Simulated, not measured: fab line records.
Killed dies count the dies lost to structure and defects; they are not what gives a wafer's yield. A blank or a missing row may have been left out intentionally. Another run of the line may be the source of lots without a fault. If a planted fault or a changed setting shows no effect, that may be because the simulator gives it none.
fab line records -- flow sky130
record: lots: 6, wafers: 18, last_day: 51
route steps=708 shown VT_ADJUST_PCH@146 SONOS_TUNNEL@154
lots with no fault: from the same line, run without faults
start_h: hours from the record's opening day to when the first of the lot's shown wafers began -- wait_h: hours elapsed since this lot's preceding step -- " unchanged from the row above -- L1.1+2: a single row standing in for several wafers -- - no value, or no start given -- * or withheld: withheld -- < > ~ a bound
route shown NAME@n: NAME is a module with steps in the file, n the number in the route of the first one -- usual: mean/standard deviation taken from wafers without a fault -- same: alike in all rows -- chamber/n: place in a boat -- sites: each site's reading -- _std_site: standard deviation of those values -- _edge_site: outer sites' mean less inner sites' -- radius_mm: for every site, how far away it sits from the centre of the wafer -- mask NAME#n: copy n -- behind: the last tool/chamber to shape the wafer -- hold: what put the lot on hold/how long, in hours/how the hold closed -- device: whichever transistor did not switch (one of n, p or np) -- end of line: the route-end tests of the same wafers -- for a step that has no rows: nothing shown but its recipe -- killed: count of dies lost to structure and defects at first sort (not the wafer's yield) -- map: dies across one wafer; x = killed, . = not, _ = none there
set.NAME: the run value of the setting; set.NAME@STEP: its run value at that earlier step -- model.NAME: the simulator's own value behind a step, which no gauge read
lots seen at some steps along the route; tables by step, rows by wafer
services: a tool's chamber out of use, with start hour (start_h, from the record's first day; less than 0 if before it), hours out, and reason
== steps ==
step: SKY_VT_ADJUST_PCH_SOFTBAKE_03
recipe: temp_c: 110, time_s: withheld
step: SKY_VT_ADJUST_PCH_EXPOSE_04
recipe: mask_id: NWM, na: 0.6, source_shape: conventional, sigma_outer: 0.6, polarization: unpolarized, target_cd_nm: 840, dose_mj: 255
step: SKY_VT_ADJUST_PCH_PEB_05
recipe: temp_c: 115, time_s: withheld
step: SKY_VT_ADJUST_PCH_DEVELOP_06
recipe: wall_angle_deg: 90, developer: TMAH, develop_time_s: 60, dev_temp_c: 23
step: SKY_VT_ADJUST_PCH_OVL_MEAS_07
usual: VT_ADJUST_PCH_OVL: 0.2/1.6
lot.wafer,tool,chamber,start_h,wait_h,VT_ADJUST_PCH_OVL[nm]
L643.1,overlay-01,-,242.43,-,-1.7
L643.3,overlay-01,-,242.43,-,-1.7
L643.4,overlay-01,-,242.43,-,-3.5
L650.2,overlay-01,-,297.34,-,0.2
L650.3,overlay-01,-,297.34,-,0.2
L650.5,overlay-01,-,297.34,-,-1.3
L656.2,overlay-01,-,344.09,-,-1.7
L656.3,overlay-01,-,344.09,-,-1.1
L656.6,overlay-01,-,344.09,-,-0.3
L657.2,overlay-01,-,352.24,-,-1.3
L657.3,overlay-01,-,352.24,-,0.0
L657.4,overlay-01,-,352.24,-,1.0
L658.1,overlay-01,-,356.78,-,2.9
L658.2,overlay-01,-,356.78,-,3.6
L658.3,overlay-01,-,356.78,-,3.0
L662.3,overlay-01,-,389.39,-,-0.4
L662.4,overlay-01,-,389.39,-,1.0
L662.6,overlay-01,-,389.39,-,-0.8
step: SKY_VT_ADJUST_PCH_IMPLANT_08
recipe: species: B, energy_kev: 10, dose_cm2: 5e+11, tilt_deg: withheld
step: SKY_VT_ADJUST_PCH_STRIP_09
recipe: chemistry: O2/N2, power_w: 1400, pressure_mtorr: 1500, platen_temp_c: withheld, o2_flow_sccm: 3000, n2_flow_sccm: 300, overash_fraction: 0.5
usual: chamber_pressure_mTorr: 1499.9/1.3, drypump_motor_current_A: 5.5/0.4, oes_product_au: 0.723/0.0048, strip_time_to_endpoint_s: 36.89/0.1
lot.wafer,tool,chamber,start_h,wait_h,chamber_pressure_mTorr,drypump_motor_current_A,oes_product_au,rf_hours_counter_h,strip_time_to_endpoint_s
L643.1,plasma_asher-03,1,242.62,0.1,1499.7,5.5,0.721,43,36.98
L643.3,plasma_asher-03,0,242.62,0.1,1498.2,5.9,0.722,-,37.04
L643.4,plasma_asher-03,1,242.62,0.1,1497.3,5.4,0.731,-,37.01
L650.2,plasma_asher-02,0,297.52,0.1,1499.9,5.6,0.725,58,36.77
L650.3,plasma_asher-02,1,297.52,0.1,1499.3,5.3,0.735,-,36.79
L650.5,plasma_asher-02,0,297.52,0.1,1501.3,5.6,0.726,-,36.84
L656.2,plasma_asher-03,0,344.27,0.1,1499.8,5.9,0.725,52,36.92
L656.3,plasma_asher-03,0,344.27,0.1,1501.7,5.9,0.719,-,37.01
L656.6,plasma_asher-03,0,344.27,0.1,1498.9,5.9,0.721,-,36.90
L657.2,plasma_asher-03,0,352.46,0.1,1499.8,5.9,0.717,53,36.77
L657.3,plasma_asher-03,0,352.46,0.1,1500.3,5.9,0.726,-,36.77
L657.4,plasma_asher-03,1,352.46,0.1,1499.1,5.5,0.724,-,36.84
L658.1,plasma_asher-03,0,356.97,0.1,1502.7,5.9,0.722,53,36.96
L658.2,plasma_asher-03,1,356.97,0.1,1501.0,5.5,0.721,53,36.86
L658.3,plasma_asher-03,1,356.97,0.1,1498.0,5.5,0.726,-,36.93
L662.3,plasma_asher-03,1,389.60,0.1,1499.1,5.5,0.722,-,36.94
L662.4,plasma_asher-03,0,389.60,0.1,1499.8,5.9,0.723,-,36.91
L662.6,plasma_asher-03,1,389.60,0.1,1502.1,5.5,0.721,-,36.87
step: SKY_VT_ADJUST_PCH_TW_MEAS_10
usual: VT_ADJUST_PCH_TW: 142.0/1.4
lot.wafer,tool,chamber,start_h,wait_h,VT_ADJUST_PCH_TW
L643.1,film_metro-02,-,242.72,0.1,143.6
L643.3,film_metro-02,-,242.72,0.1,142.5
L643.4,film_metro-02,-,242.72,0.1,143.3
L650.2,film_metro-02,-,297.63,0.1,142.1
L650.3,film_metro-02,-,297.63,0.1,142.9
L650.5,film_metro-02,-,297.63,0.1,141.9
L656.2,film_metro-02,-,344.38,0.1,143.0
L656.3,film_metro-02,-,344.38,0.1,143.9
L656.6,film_metro-02,-,344.38,0.1,142.6
L657.2,film_metro-04,-,352.57,0.1,142.5
L657.3,film_metro-04,-,352.57,0.1,142.9
L657.4,film_metro-04,-,352.57,0.1,142.5
L658.1,film_metro-02,-,357.07,0.1,143.2
L658.2,film_metro-02,-,357.07,0.1,142.9
L658.3,film_metro-02,-,357.07,0.1,142.7
L662.3,film_metro-02,-,389.69,0.1,141.9
L662.4,film_metro-02,-,389.69,0.1,143.0
L662.6,film_metro-02,-,389.69,0.1,142.2
step: SKY_SONOS_TUNNEL_DEHYDRATE_00
recipe: temp_c: 200, time_s: 60
step: SKY_SONOS_TUNNEL_HMDS_01
recipe: prime_time_s: 60, prime_temp_c: 120
step: SKY_SONOS_TUNNEL_COAT_02
recipe: resist: NOVOLAK, spin_rpm: 3000, resist_thk_nm: 1140
step: SKY_SONOS_TUNNEL_SOFTBAKE_03
recipe: temp_c: 90, time_s: 60, resist: NOVOLAK
step: SKY_SONOS_TUNNEL_EXPOSE_04
recipe: mask_id: TUNM, na: 0.6, source_shape: conventional, sigma_outer: 0.6, polarization: unpolarized, target_cd_nm: 410, dose_mj: 136
usual: exposure_dose_mJ_cm2: 135.93/0.15, focus_offset_nm: -0.1/0.52
lot.wafer,tool,chamber,start_h,wait_h,mask,exposure_dose_mJ_cm2,focus_offset_nm
L643.1,iline_stepper-01,0,254.54,-,TUNM#0,135.95,0.0
L643.3,iline_stepper-01,0,254.54,-,TUNM#0,135.99,-0.3
L643.4,iline_stepper-01,0,254.54,-,TUNM#0,135.97,0.3
L650.2,iline_stepper-02,0,310.15,-,TUNM#0,135.92,-0.4
L650.3,iline_stepper-02,0,310.15,-,TUNM#0,135.99,-0.7
L650.5,iline_stepper-02,0,310.15,-,TUNM#0,135.88,-0.4
L656.2,iline_stepper-01,-,358.38,-,TUNM#0,-,-
L656.3,iline_stepper-01,-,358.38,-,TUNM#0,-,-
L656.6,iline_stepper-01,-,358.38,-,TUNM#0,-,-
L657.2,iline_stepper-02,-,366.43,-,TUNM#0,-,-
L657.3,iline_stepper-02,-,366.43,-,TUNM#0,-,-
L657.4,iline_stepper-02,-,366.43,-,TUNM#0,-,-
L658.1,iline_stepper-02,0,371.29,-,TUNM#0,135.72,0.2
L658.2,iline_stepper-02,0,371.29,-,TUNM#0,135.92,-1.1
L658.3,iline_stepper-02,0,371.29,-,TUNM#0,135.84,0.1
L662.3,iline_stepper-01,0,403.54,-,TUNM#0,135.77,0.2
L662.4,iline_stepper-01,0,403.54,-,TUNM#0,135.83,0.0
L662.6,iline_stepper-01,0,403.54,-,TUNM#0,135.97,-0.1
step: SKY_SONOS_TUNNEL_PEB_05
recipe: temp_c: withheld, time_s: *, resist: NOVOLAK
== services ==
tool,chamber,start_h,hours,kind
iline_stepper-01,-,242.56,1.7,pm
plasma_asher-03,-,256.09,0.7,repair
plasma_asher-03,-,297.28,13.5,repair
iline_stepper-02,0,299.83,-,calibration
plasma_asher-03,-,301.51,1.0,repair
iline_stepper-02,-,332.03,1.7,pm
plasma_asher-02,-,395.66,1.2,repair
== key ==
first_sign: step: SKY_SONOS_TUNNEL_EXPOSE_04, reading: tool_record, direction: missing
effect none on later readings
met_at SKY_SONOS_TUNNEL_EXPOSE_04
struck_wafers L656.2,L656.3,L656.6,L657.2,L657.3,L657.4
later_rows_left_out L656.2,L656.3,L656.6,L657.2,L657.3,L657.4
sort_left_out L656.2,L656.3,L656.6,L657.2,L657.3,L657.4
tester_left_out L656,L657
onset_between 310.15 358.38
fault: kind: skipped_step_whole, tool: iline_stepper-01,iline_stepper-02, chamber: -, onset_h: 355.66, steps: SKY_SONOS_TUNNEL_EXPOSE_04, scope: struck_lots_only
tester_left_out: of these lots the tester's yield and bins aren't shown, on N5 and GAA mostly nor the transistor test; their killed dies are dies lost to structure and defects alone, not to doping, threshold or leakage, so they don't give the yield
sort_left_out: the simulated sort isn't trusted on such a fault, so these wafers' sort isn't shown, and their yield isn't known
later_rows_left_out: the simulator's readings of these wafers behind a module that went badly wrong aren't trusted and aren't shown, but for the sort
